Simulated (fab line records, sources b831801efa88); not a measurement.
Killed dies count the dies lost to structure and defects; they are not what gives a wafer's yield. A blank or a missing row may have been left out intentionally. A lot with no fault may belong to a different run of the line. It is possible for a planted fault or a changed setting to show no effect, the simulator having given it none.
fab line records	flow sky130
[record] lots = 24	wafers = 72	lastDay = 50
route steps=708 shown VIA1@482 METAL2@498 METAL3@536 VIA3@585
lots untouched by any fault: they come from a run of this same line in which no faults occurred
startH: hours from the record's opening day to when the first of the lot's shown wafers began	waitH: hours elapsed since this lot's preceding step	" the same as in the row above	L1.1+2: a single row standing in for several wafers	- value missing, or start not given	* or withheld: withheld	< > ~ a bound
route shown NAME@n: NAME is a module with steps in the file, n the number in the route of the first one	usual: mean/standard deviation of fault-free wafers	same: alike in all rows	chamber/n: place in a boat	sites: readings site by site	_std_site: their standard deviation	_edge_site: the outer-site mean with the inner-site mean subtracted	radiusMm: for every site, how far away it sits from the centre of the wafer	mask NAME#n: copy n	behind: tool/chamber where the wafer was last shaped	hold: why the lot went on hold/how many hours it stayed there/how the hold came to an end	device: the n, p or np transistor that did not switch	end of line: tests of these same wafers at the route's end	where a step has no rows: the recipe by itself	killed: dies lost to structure and defects at the first sort, not the wafer's yield	map: per-die view of a wafer (x killed, . not killed, _ where there is no die)
set.NAME: the run value of the setting; set.NAME@STEP: its run value at that earlier step	model.NAME: the simulator's own value behind a step, which no gauge read
route steps across a sampled set of lots; one table per step, one row per wafer
services: from which hour (startH, from the record's first day; less than 0 if before it) a tool's chamber was out of use, for how many hours, and why
[[steps]]
[step SKY_VIA1_CMP_24]
[recipe] stopOn = SiO2	tOverpolishS = 15	downForcePsi = 3.5	platenRpm = 60	targetThkNm = 0	padVelocityMS = 0.94248
[usual] motorCurrentA = 10.9/1.2	overpolishRunS = 15.000/0.0086	timeToEndpointS = 64/4.3
lot.wafer	tool	chamber	startH	waitH	motorCurrentA	overpolishRunS	timeToEndpointS
L074.2	cmp-02	2	791.33	0.0	12.7	14.988	70
L074.1	"	3	"	"	11.5	14.997	61
L074.6	"	2	"	"	11.9	14.992	71
L075.3	cmp-02	3	803.03	0.0	11.9	15.005	62
L075.2	"	0	"	"	8.7	15.005	68
L075.4	"	2	"	"	12.4	15.006	69
L076.4	cmp-02	0	811.15	0.2	8.5	14.996	68
L076.6	"	3	"	"	11.3	15.004	60
L076.5	"	0	"	"	8.6	15.005	69
L077.4	cmp-02	3	820.05	0.1	11.4	14.999	60
L077.3	"	0	"	"	8.4	15.000	61
L077.5	"	2	"	"	12.4	15.011	67
L078.3	cmp-02	2	827.91	0.0	11.8	15.004	64
L078.5	"	2	"	"	12.3	15.009	66
L078.6	"	3	"	"	11.2	15.004	61
L079.4	cmp-02	2	838.26	0.2	12.4	15.015	68
L079.1	"	0	"	"	8.6	14.995	71
L079.6	"	2	"	"	12.3	15.008	69
L080.1	cmp-01	2	847.93	0.1	11.2	15.021	67
L080.3	"	1	"	"	11.3	15.004	61
L080.5	"	2	"	"	11.2	15.006	67
L081.3	cmp-01	0	853.85	0.0	9.7	15.008	65
L081.2	"	1	"	"	11.3	15.003	63
L081.1	"	3	"	"	10.3	14.994	65
L082.1	cmp-01	2	862.05	0.1	11.3	14.974	69
L082.2	"	0	"	"	9.4	15.000	62
L082.3	"	1	"	"	12.0	15.004	62
L083.1	cmp-02	0	862.40	0.1	8.5	14.997	68
L083.4	"	1	"	"	11.6	15.017	66
L083.6	"	0	"	"	8.8	14.996	68
L084.3	cmp-01	1	877.24	0.0	11.5	15.007	62
L084.1	"	3	"	"	10.2	15.005	64
L084.4	"	0	"	"	10.0	14.999	59
L085.3	cmp-01	1	884.41	0.0	11.7	15.011	60
L085.2	"	2	"	"	11.2	14.986	64
L085.4	"	3	"	"	10.2	15.002	61
L086.3	cmp-02	2	889.70	0.0	11.9	15.002	66
L086.4	"	1	"	"	11.5	14.998	66
L086.6	"	3	"	"	11.6	14.995	63
L087.2	cmp-01	2	894.38	0.0	11.0	15.004	66
L087.3	"	0	"	"	10.2	15.002	58
L087.5	"	2	"	"	10.7	14.997	65
L088.3	cmp-02	2	898.75	0.1	11.6	14.991	63
L088.6	"	1	"	"	11.2	15.010	60
L088.5	"	2	"	"	12.4	14.994	62
L089.2	cmp-02	2	901.23	0.0	12.2	14.985	63
L089.6	"	2	"	"	12.5	15.012	64
L089.5	"	3	"	"	11.4	14.996	57
L090.2	cmp-02	3	919.33	0.0	11.7	15.011	56
L090.6	"	3	"	"	11.3	15.011	56
L090.5	"	0	"	"	8.6	15.008	61
L091.1	cmp-01	3	919.88	0.1	9.7	14.994	67
L091.4	"	0	"	"	10.3	14.992	60
L091.5	"	0	"	"	9.8	15.001	62
L092.1	cmp-01	3	929.43	0.2	10.2	15.006	65
L092.5	"	0	"	"	9.9	15.004	57
L092.6	"	1	"	"	11.7	15.005	55
L093.3	cmp-01	1	935.70	0.0	11.7	15.002	57
L093.2	"	2	"	"	11.7	14.989	67
L093.5	"	2	"	"	11.1	15.008	63
L094.3	cmp-02	3	944.45	0.2	11.8	14.985	61
L094.6	"	0	"	"	8.4	15.000	67
L094.5	"	1	"	"	11.6	15.015	65
L095.1	cmp-02	2	951.12	0.1	12.5	14.998	69
L095.2	"	0	"	"	8.5	14.986	68
L095.6	"	2	"	"	12.4	14.999	69
L096.1	cmp-02	2	964.34	0.1	12.4	14.989	63
L096.3	"	0	"	"	8.1	14.990	70
L096.5	"	3	"	"	11.6	14.979	60
L097.2	cmp-02	3	968.16	0.0	11.8	14.987	60
L097.3	"	2	"	"	12.0	15.004	65
L097.5	"	3	"	"	12.3	14.998	57
[step SKY_METAL2_CD_MEAS_15]
[recipe] targetCdNm = 140
[usual] cdNm = 139.8/1.4
lot.wafer	tool	chamber	startH	waitH	cdNm
L074.1	cdSem-01	-	818.14	-	141.1
L074.2	"	-	"	"	140.0
L074.6	"	-	"	"	141.8
L075.2	cdSem-01	-	832.01	-	141.7
L075.3	"	-	"	"	140.4
L075.4	"	-	"	"	141.8
L076.4	cdSem-02	-	837.57	-	139.4
L076.5	"	-	"	"	137.6
L076.6	"	-	"	"	138.5
L077.3	cdSem-01	-	846.72	-	140.6
L077.4	"	-	"	"	141.6
L077.5	"	-	"	"	140.3
L078.3	cdSem-02	-	855.05	-	141.6
L078.5	"	-	"	"	140.0
L078.6	"	-	"	"	139.1
L079.1	cdSem-02	-	864.16	-	139.1
L079.4	"	-	"	"	138.5
L079.6	"	-	"	"	140.3
L080.1	cdSem-01	-	872.99	-	140.3
L080.3	"	-	"	"	139.8
L080.5	"	-	"	"	138.9
L081.1	cdSem-01	-	880.16	-	138.1
L081.2	"	-	"	"	140.3
L081.3	"	-	"	"	139.9
L082.1	cdSem-01	-	887.59	-	142.7
L082.2	"	-	"	"	141.7
L082.3	"	-	"	"	142.8
L083.1	cdSem-01	-	888.65	-	141.2
L083.4	"	-	"	"	139.1
L083.6	"	-	"	"	140.6
L084.1	cdSem-02	-	903.29	-	141.6
L084.3	"	-	"	"	138.6
L084.4	"	-	"	"	140.6
L085.2	cdSem-01	-	910.33	-	139.1
L085.3	"	-	"	"	139.8
L085.4	"	-	"	"	139.7
L086.3	cdSem-01	-	915.57	-	139.3
L086.4	"	-	"	"	140.5
L086.6	"	-	"	"	138.3
L087.2	cdSem-02	-	919.68	-	139.7
L087.3	"	-	"	"	139.2
L087.5	"	-	"	"	140.7
L088.3	cdSem-01	-	923.67	-	139.4
L088.5	"	-	"	"	139.3
L088.6	"	-	"	"	139.4
L089.2	cdSem-02	-	926.76	-	139.4
L089.5	"	-	"	"	139.3
L089.6	"	-	"	"	140.7
L090.2	cdSem-01	-	943.85	-	140.7
L090.5	"	-	"	"	138.3
L090.6	"	-	"	"	139.1
L091.1	cdSem-01	-	944.64	-	141.0
L091.4	"	-	"	"	139.7
L091.5	"	-	"	"	140.5
L092.1	cdSem-02	-	953.86	-	137.2
L092.5	"	-	"	"	136.2
L092.6	"	-	"	"	137.9
L093.2	cdSem-01	-	960.08	-	139.3
L093.3	"	-	"	"	140.2
L093.5	"	-	"	"	139.3
L094.3	cdSem-01	-	968.98	-	141.5
L094.5	"	-	"	"	142.3
L094.6	"	-	"	"	141.0
L095.1	cdSem-02	-	975.56	-	137.6
L095.2	"	-	"	"	136.9
L095.6	"	-	"	"	136.8
L096.1	cdSem-01	-	988.16	-	139.9
L096.3	"	-	"	"	141.0
L096.5	"	-	"	"	141.5
L097.2	cdSem-01	-	992.26	-	139.2
L097.3	"	-	"	"	139.6
L097.5	"	-	"	"	137.9
[step SKY_METAL2_STRIP_20]
[recipe] chemistry = O2/N2	powerW = 1400	pressureMtorr = 1500	platenTempC = withheld	o2FlowSccm = 3000	n2FlowSccm = 300	overashFraction = 0.5
[usual] drypumpMotorCurrentA = 6.2/0.58	n2FlowSccm = 300.0/0.86	oesProductAu = 0.343/0.0052	stripTimeToEndpointS = 2.71/0.067
lot.wafer	tool	chamber	startH	waitH	drypumpMotorCurrentA	n2FlowSccm	oesProductAu	rfHoursCounterH	stripTimeToEndpointS
L074.1	plasmaAsher-01	0	818.48	0.1	5.9	300.3	0.344	43	2.82
L074.2	"	1	"	"	6.6	299.5	0.340	43	2.66
L074.6	"	0	"	"	5.9	300.2	0.349	-	2.82
L075.2	plasmaAsher-04	0	832.33	0.1	6.4	300.6	0.345	66	2.71
L075.3	"	1	"	"	4.8	299.6	0.343	-	2.73
L075.4	"	0	"	"	6.3	299.9	0.337	-	2.70
L076.4	plasmaAsher-04	1	837.88	0.1	4.8	301.3	0.333	-	2.63
L076.5	"	1	"	"	4.8	300.8	0.356	-	2.84
L076.6	"	0	"	"	6.3	302.2	0.349	-	2.64
L077.3	plasmaAsher-04	1	847.06	0.1	4.7	298.1	0.343	-	2.68
L077.4	"	0	"	"	6.3	300.9	0.341	-	2.89
L077.5	"	1	"	"	4.7	298.6	0.340	-	2.69
L078.3	plasmaAsher-03	0	855.38	0.1	6.5	300.0	0.327	-	2.57
L078.5	"	0	"	"	6.5	300.8	0.345	-	2.76
L078.6	"	1	"	"	6.7	300.1	0.342	-	2.59
L079.1	plasmaAsher-01	1	864.50	0.1	6.6	300.3	0.334	48	2.59
L079.4	"	0	"	"	5.9	300.2	0.348	-	2.77
L079.6	"	1	"	"	6.6	299.6	0.347	-	2.77
L080.1	plasmaAsher-01	0	873.33	0.1	5.9	300.4	0.338	48	2.74
L080.3	"	1	"	"	6.6	299.9	0.337	-	2.58
L080.5	"	1	"	"	6.6	297.9	0.334	-	2.56
L081.1	plasmaAsher-01	1	880.50	0.1	6.6	300.6	0.343	49	2.71
L081.2	"	0	"	"	5.9	300.6	0.333	49	2.75
L081.3	"	0	"	"	5.9	299.8	0.349	-	2.70
L082.1	plasmaAsher-01	0	887.93	0.1	5.9	300.2	0.341	50	2.70
L082.2	"	1	"	"	6.6	300.6	0.342	50	2.76
L082.3	"	0	"	"	5.9	300.3	0.348	-	2.71
L083.1	plasmaAsher-03	1	888.99	0.1	6.7	301.4	0.347	14	2.64
L083.4	"	1	"	"	6.7	299.0	0.347	-	2.66
L083.6	"	0	"	"	6.5	299.3	0.338	-	2.65
L084.1	plasmaAsher-04	1	903.63	0.1	4.8	298.7	0.335	74	2.71
L084.3	"	1	"	"	4.8	299.6	0.349	-	2.72
L084.4	"	0	"	"	6.3	300.2	0.342	-	2.67
L085.2	plasmaAsher-03	1	910.65	0.1	6.7	300.4	0.333	17	2.62
L085.3	"	1	"	"	6.7	299.3	0.345	-	2.76
L085.4	"	0	"	"	6.5	299.6	0.340	-	2.65
L086.3	plasmaAsher-03	1	915.91	0.1	6.7	300.0	0.347	-	2.69
L086.4	"	0	"	"	6.5	301.8	0.329	-	2.65
L086.6	"	0	"	"	6.5	301.6	0.342	-	2.73
L087.2	plasmaAsher-01	0	920.00	0.1	5.9	300.6	0.345	54	2.69
L087.3	"	1	"	"	6.7	300.4	0.345	-	2.68
L087.5	"	1	"	"	6.7	300.5	0.343	-	2.62
L088.3	plasmaAsher-04	1	924.01	0.1	4.7	300.0	0.347	-	2.71
L088.5	"	0	"	"	6.4	299.5	0.346	-	2.69
L088.6	"	1	"	"	4.7	299.9	0.346	-	2.68
L089.2	plasmaAsher-01	1	927.08	0.1	6.7	299.7	0.352	55	2.80
L089.5	"	0	"	"	5.9	301.5	0.340	-	2.65
L089.6	"	1	"	"	6.6	300.1	0.346	-	2.83
L090.2	plasmaAsher-01	0	944.17	0.1	5.9	299.9	0.350	56	2.76
L090.5	"	0	"	"	5.9	298.6	0.342	-	2.72
L090.6	"	1	"	"	6.6	299.9	0.330	-	2.64
L091.1	plasmaAsher-03	0	944.98	0.1	6.5	299.1	0.343	21	2.77
L091.4	"	1	"	"	6.7	300.4	0.347	-	2.64
L091.5	"	0	"	"	6.5	298.9	0.345	-	2.78
L092.1	plasmaAsher-01	0	954.39	0.1	5.9	300.5	0.343	58	2.72
L092.5	"	0	"	"	5.9	298.4	0.345	-	2.72
L092.6	"	1	"	"	6.7	299.7	0.340	-	2.71
L093.2	plasmaAsher-03	0	960.40	0.1	6.5	298.6	0.347	23	2.64
L093.3	"	1	"	"	6.7	300.2	0.343	-	2.78
L093.5	"	0	"	"	6.5	299.7	0.344	-	2.76
L094.3	plasmaAsher-03	0	969.31	0.1	6.5	299.2	0.347	-	2.71
L094.5	"	0	"	"	6.5	299.0	0.336	-	2.72
L094.6	"	1	"	"	6.7	300.4	0.340	-	2.71
L095.1	plasmaAsher-01	0	975.90	0.1	5.9	300.5	0.348	61	2.69
L095.2	"	1	"	"	6.6	300.3	0.338	61	2.62
L095.6	"	1	"	"	6.6	300.3	0.345	-	2.61
L096.1	plasmaAsher-03	1	988.50	0.1	6.7	300.4	0.345	26	2.73
L096.3	"	1	"	"	6.7	298.7	0.339	-	2.78
L096.5	"	0	"	"	6.5	301.0	0.350	-	2.76
L097.2	plasmaAsher-01	1	992.58	0.1	6.7	301.5	0.341	63	2.66
L097.3	"	1	"	"	6.6	301.2	0.338	-	2.66
L097.5	"	0	"	"	5.9	299.5	0.344	-	2.64
[step SKY_METAL3_SPUTTER_04]
[recipe] material = TiN	targetThkNm = 70	powerW = 6500	timeS = 58.3	chamberPressurePa = 0.4
[usual] throttleValvePct = 29.7/1.3
lot.wafer	tool	chamber	startH	waitH	throttleValvePct
L074.1	pvdSputter-02	-	846.96	0.0	29.6
L074.2	"	-	"	"	27.6
L074.6	"	-	"	"	29.9
L075.2	pvdSputter-03	-	861.27	0.0	29.7
L075.3	"	-	"	"	31.3
L075.4	"	-	"	"	32.3
L076.4	pvdSputter-02	-	866.02	0.0	30.0
L076.5	"	-	"	"	31.0
L076.6	"	-	"	"	27.4
L077.3	pvdSputter-04	-	875.44	0.0	27.4
L077.4	"	-	"	"	28.7
L077.5	"	-	"	"	27.5
L078.3	pvdSputter-02	-	883.58	0.0	30.9
L078.5	"	-	"	"	29.8
L078.6	"	-	"	"	28.9
L079.1	pvdSputter-03	-	893.25	0.0	29.6
L079.4	"	-	"	"	32.2
L079.6	"	-	"	"	29.5
L080.1	pvdSputter-03	-	901.33	0.0	32.2
L080.3	"	-	"	"	29.7
L080.5	"	-	"	"	29.4
L081.1	pvdSputter-02	-	908.75	0.0	30.9
L081.2	"	-	"	"	29.7
L081.3	"	-	"	"	29.5
L082.1	pvdSputter-04	-	916.06	0.0	30.3
L082.2	"	-	"	"	29.0
L082.3	"	-	"	"	27.7
L083.1	pvdSputter-03	-	917.49	0.0	30.0
L083.4	"	-	"	"	32.1
L083.6	"	-	"	"	32.5
L084.1	pvdSputter-02	-	930.18	0.0	27.4
L084.3	"	-	"	"	30.8
L084.4	"	-	"	"	29.2
L085.2	pvdSputter-04	-	937.79	0.0	27.7
L085.3	"	-	"	"	29.1
L085.4	"	-	"	"	28.9
L086.3	pvdSputter-02	-	942.72	0.0	31.1
L086.4	"	-	"	"	27.4
L086.6	"	-	"	"	30.0
L087.2	pvdSputter-02	-	947.77	0.0	30.0
L087.3	"	-	"	"	27.3
L087.5	"	-	"	"	29.4
L088.3	pvdSputter-04	-	951.22	0.0	29.4
L088.5	"	-	"	"	29.1
L088.6	"	-	"	"	28.8
L089.2	pvdSputter-04	-	953.90	0.0	29.2
L089.5	"	-	"	"	29.0
L089.6	"	-	"	"	28.8
L090.2	pvdSputter-02	-	970.46	0.0	30.6
L090.5	"	-	"	"	29.8
L090.6	"	-	"	"	31.2
L091.1	pvdSputter-03	-	971.61	0.0	32.4
L091.4	"	-	"	"	31.2
L091.5	"	-	"	"	29.6
L092.1	pvdSputter-03	-	981.23	0.0	31.3
L092.5	"	-	"	"	29.6
L092.6	"	-	"	"	29.8
L093.2	pvdSputter-02	-	987.47	0.0	31.2
L093.3	"	-	"	"	27.3
L093.5	"	-	"	"	30.9
L094.3	pvdSputter-04	-	996.41	0.0	29.1
L094.5	"	-	"	"	27.6
L094.6	"	-	"	"	29.2
L095.1	pvdSputter-03	-	1002.26	0.0	32.4
L095.2	"	-	"	"	29.4
L095.6	"	-	"	"	31.4
L096.1	pvdSputter-03	-	1014.85	0.0	32.2
L096.3	"	-	"	"	29.5
L096.5	"	-	"	"	29.7
L097.2	pvdSputter-04	-	1018.67	0.0	28.8
L097.3	"	-	"	"	30.1
L097.5	"	-	"	"	29.0
[step SKY_METAL3_ETCH_16]
[recipe] chemistry = N2/H2	target = BARC	ionEnergyEv = 200	biasW = 100	pressureMtorr = 30	n2FlowSccm = 100	h2FlowSccm = 200	icpW = 500	stopOn = SiO2	timeS = 88.2	targetDepthA = 600
[usual] drypumpMotorCurrentA = 5.9/0.38	n2FlowSccm = 100.0/0.32	oesProductAu = 0.625/0.005	throttleValvePct = 13.205/0.0098
lot.wafer	tool	chamber	startH	waitH	drypumpMotorCurrentA	n2FlowSccm	oesProductAu	rfHoursCounterH	throttleValvePct
L074.1	rieMetal-02	0	898.85	0.0	6.0	99.6	0.616	8	13.212
L074.2	"	1	"	"	5.3	99.8	0.630	5	13.194
L074.6	"	0	"	"	6.0	99.8	0.624	-	13.213
L075.2	rieMetal-02	0	912.22	0.0	5.9	100.1	0.632	9	13.203
L075.3	"	0	"	"	6.0	99.9	0.627	-	13.210
L075.4	"	1	"	"	5.3	100.3	0.623	-	13.211
L076.4	rieMetal-02	0	918.70	0.0	5.9	100.2	0.628	-	13.202
L076.5	"	0	"	"	5.9	100.2	0.631	-	13.207
L076.6	"	1	"	"	5.3	100.2	0.628	-	13.214
L077.3	rieMetal-04	1	925.06	0.1	5.5	100.1	0.629	-	13.192
L077.4	"	1	"	"	5.5	100.3	0.627	-	13.218
L077.5	"	1	"	"	5.5	99.9	0.619	-	13.198
L078.3	rieMetal-04	0	935.38	0.0	6.2	101.0	0.624	-	13.193
L078.5	"	1	"	"	5.5	100.1	0.628	-	13.208
L078.6	"	0	"	"	6.1	100.0	0.632	-	13.198
L079.1	rieMetal-04	0	943.66	0.0	6.2	99.5	0.624	1	13.213
L079.4	"	1	"	"	5.5	99.7	0.622	-	13.195
L079.6	"	0	"	"	6.2	99.9	0.622	-	13.207
L080.1	rieMetal-04	1	951.44	0.1	5.5	99.6	0.618	4	13.204
L080.3	"	1	"	"	5.5	100.3	0.633	-	13.217
L080.5	"	1	"	"	5.5	100.1	0.626	-	13.204
L081.1	rieMetal-03	1	959.06	0.0	6.2	99.8	0.628	0	13.210
L081.2	"	0	"	"	6.4	100.2	0.629	13	13.217
L081.3	"	0	"	"	6.4	100.5	0.624	-	13.211
L082.1	rieMetal-03	1	964.62	0.0	6.1	99.5	0.628	0	13.198
L082.2	"	0	"	"	6.4	99.6	0.619	14	13.196
L082.3	"	1	"	"	6.1	99.5	0.628	-	13.200
L083.1	rieMetal-04	0	966.86	0.0	6.1	100.2	0.634	2	13.184
L083.4	"	0	"	"	6.1	100.3	0.624	-	13.209
L083.6	"	0	"	"	6.2	100.1	0.628	-	13.198
L084.1	rieMetal-02	1	979.35	0.0	5.3	100.4	0.617	9	13.196
L084.3	"	0	"	"	6.0	100.5	0.620	-	13.212
L084.4	"	1	"	"	5.3	100.0	0.622	-	13.194
L085.2	rieMetal-03	1	986.93	0.1	6.2	99.6	0.616	-	13.204
L085.3	"	1	"	"	6.2	100.1	0.624	-	13.196
L085.4	"	1	"	"	6.2	99.5	0.630	-	13.207
L086.3	rieMetal-04	0	990.70	0.0	6.2	100.3	0.624	-	13.217
L086.4	"	1	"	"	5.5	100.2	0.628	-	13.203
L086.6	"	0	"	"	6.2	99.8	0.624	-	13.225
L087.2	rieMetal-04	0	995.65	0.0	6.2	100.1	0.634	4	13.206
L087.3	"	0	"	"	6.2	100.3	0.625	-	13.196
L087.5	"	0	"	"	6.2	100.2	0.634	-	13.206
L088.3	rieMetal-03	1	1000.15	0.0	6.2	100.3	0.630	-	13.209
L088.5	"	1	"	"	6.2	100.6	0.624	-	13.188
L088.6	"	0	"	"	6.4	99.4	0.623	-	13.191
L089.2	rieMetal-03	1	1002.65	0.0	6.2	100.0	0.614	4	13.199
L089.5	"	1	"	"	6.2	100.5	0.627	-	13.195
L089.6	"	0	"	"	6.4	100.7	0.630	-	13.200
L090.2	rieMetal-04	0	1018.62	0.0	6.2	99.7	0.632	5	13.210
L090.5	"	0	"	"	6.2	99.6	0.627	-	13.210
L090.6	"	1	"	"	5.5	99.9	0.633	-	13.201
L091.1	rieMetal-02	1	1019.66	0.0	5.4	100.1	0.634	11	13.215
L091.4	"	0	"	"	6.0	100.4	0.624	-	13.212
L091.5	"	1	"	"	5.3	99.7	0.614	-	13.223
L092.1	rieMetal-04	0	1028.95	0.0	6.2	99.9	0.628	5	13.203
L092.5	"	0	"	"	6.2	100.0	0.612	-	13.209
L092.6	"	1	"	"	5.5	100.1	0.623	-	13.209
L093.2	rieMetal-03	0	1034.72	0.0	6.4	99.8	0.626	16	13.214
L093.3	"	1	"	"	6.2	99.5	0.621	-	13.194
L093.5	"	0	"	"	6.4	99.9	0.627	-	13.215
L094.3	rieMetal-04	1	1042.98	0.0	5.5	99.9	0.638	-	13.213
L094.5	"	0	"	"	6.2	99.9	0.625	-	13.179
L094.6	"	1	"	"	5.5	100.4	0.632	-	13.212
L095.1	rieMetal-02	1	1048.46	0.0	5.3	100.3	0.623	13	13.214
L095.2	"	0	"	"	6.0	99.3	0.619	17	13.187
L095.6	"	1	"	"	5.3	100.7	0.629	-	13.210
L096.1	rieMetal-03	0	1060.27	0.0	6.4	99.9	0.624	17	13.203
L096.3	"	1	"	"	6.2	99.8	0.622	-	13.199
L096.5	"	1	"	"	6.2	100.0	0.623	-	13.200
L097.2	rieMetal-03	1	1063.81	0.0	6.2	99.7	0.629	6	13.209
L097.3	"	0	"	"	6.4	99.4	0.631	-	13.203
L097.5	"	1	"	"	6.2	100.0	0.622	-	13.213
[step SKY_VIA3_CD_MEAS_12]
[recipe] targetCdNm = 200
[usual] cdNm = 200.0/1.3
lot.wafer	tool	chamber	startH	waitH	cdNm
L074.1	cdSem-01	-	924.93	-	201.5
L074.2	"	-	"	"	200.3
L074.6	"	-	"	"	202.1
L075.2	cdSem-02	-	938.66	-	199.1
L075.3	"	-	"	"	201.4
L075.4	"	-	"	"	200.9
L076.4	cdSem-01	-	946.44	-	198.4
L076.5	"	-	"	"	200.5
L076.6	"	-	"	"	200.1
L077.3	cdSem-01	-	951.27	-	200.0
L077.4	"	-	"	"	201.0
L077.5	"	-	"	"	200.5
L078.3	cdSem-01	-	960.67	-	199.0
L078.5	"	-	"	"	198.0
L078.6	"	-	"	"	198.4
L079.1	cdSem-02	-	969.11	-	198.3
L079.4	"	-	"	"	197.6
L079.6	"	-	"	"	196.8
L080.1	cdSem-01	-	977.36	-	200.4
L080.3	"	-	"	"	200.9
L080.5	"	-	"	"	200.9
L081.1	cdSem-01	-	984.13	-	200.0
L081.2	"	-	"	"	200.9
L081.3	"	-	"	"	200.0
L082.1	cdSem-02	-	989.89	-	202.4
L082.2	"	-	"	"	202.5
L082.3	"	-	"	"	201.6
L083.1	cdSem-02	-	992.03	-	199.7
L083.4	"	-	"	"	201.3
L083.6	"	-	"	"	200.1
L084.1	cdSem-01	-	1004.58	-	199.4
L084.3	"	-	"	"	198.2
L084.4	"	-	"	"	199.1
L085.2	cdSem-02	-	1012.30	-	198.7
L085.3	"	-	"	"	200.1
L085.4	"	-	"	"	199.6
L086.3	cdSem-01	-	1015.22	-	200.2
L086.4	"	-	"	"	199.5
L086.6	"	-	"	"	200.3
L087.2	cdSem-02	-	1020.71	-	199.1
L087.3	"	-	"	"	200.3
L087.5	"	-	"	"	200.0
L088.3	cdSem-02	-	1024.13	-	198.7
L088.5	"	-	"	"	196.7
L088.6	"	-	"	"	198.4
L089.2	cdSem-01	-	1027.21	-	199.5
L089.5	"	-	"	"	199.1
L089.6	"	-	"	"	199.0
L090.2	cdSem-02	-	1042.96	-	199.3
L090.5	"	-	"	"	200.2
L090.6	"	-	"	"	199.7
L091.1	cdSem-02	-	1043.41	-	201.7
L091.4	"	-	"	"	199.1
L091.5	"	-	"	"	201.7
L092.1	cdSem-02	-	1052.26	-	201.6
L092.5	"	-	"	"	200.7
L092.6	"	-	"	"	200.6
L093.2	cdSem-01	-	1058.00	-	202.4
L093.3	"	-	"	"	202.1
L093.5	"	-	"	"	202.5
L094.3	cdSem-02	-	1065.45	-	198.4
L094.5	"	-	"	"	197.9
L094.6	"	-	"	"	197.2
L095.1	cdSem-01	-	1071.96	-	200.9
L095.2	"	-	"	"	200.7
L095.6	"	-	"	"	201.5
L096.1	cdSem-02	-	1082.94	-	201.3
L096.3	"	-	"	"	200.4
L096.5	"	-	"	"	200.7
L097.2	cdSem-02	-	1086.56	-	199.8
L097.3	"	-	"	"	200.1
L097.5	"	-	"	"	199.5
[[services]]
tool	chamber	startH	hours	kind
pvdSputter-03	-	783.16	1.0	repair
cmp-01	-	797.44	0.8	repair
pvdSputter-03	-	802.28	6.8	repair
cmp-01	-	804.26	29.0	repair
plasmaAsher-03	-	806.11	4.6	repair
cmp-01	-	822.05	5.3	repair
cmp-02	-	850.26	5.0	pm
plasmaAsher-01	-	860.48	1.4	repair
cmp-01	-	869.18	3.9	pm
cmp-02	-	873.09	6.1	pm
plasmaAsher-01	-	875.32	1.2	repair
pvdSputter-02	-	887.76	7.1	repair
rieMetal-04	-	889.96	2.8	pm
cmp-02	-	912.26	4.0	pm
cmp-01	-	938.92	1.6	repair
pvdSputter-02	-	943.68	0.5	repair
cmp-01	-	950.98	0.6	repair
rieMetal-04	0	951.34	7.3	repair
rieMetal-03	0	975.18	21.3	repair
cmp-02	-	989.11	1.9	repair
cmp-02	-	998.26	1.9	repair
rieMetal-03	-	1002.87	0.5	repair
cmp-01	-	1010.52	3.5	repair
cmp-01	-	1050.00	1.0	repair
[[key]]
fault none
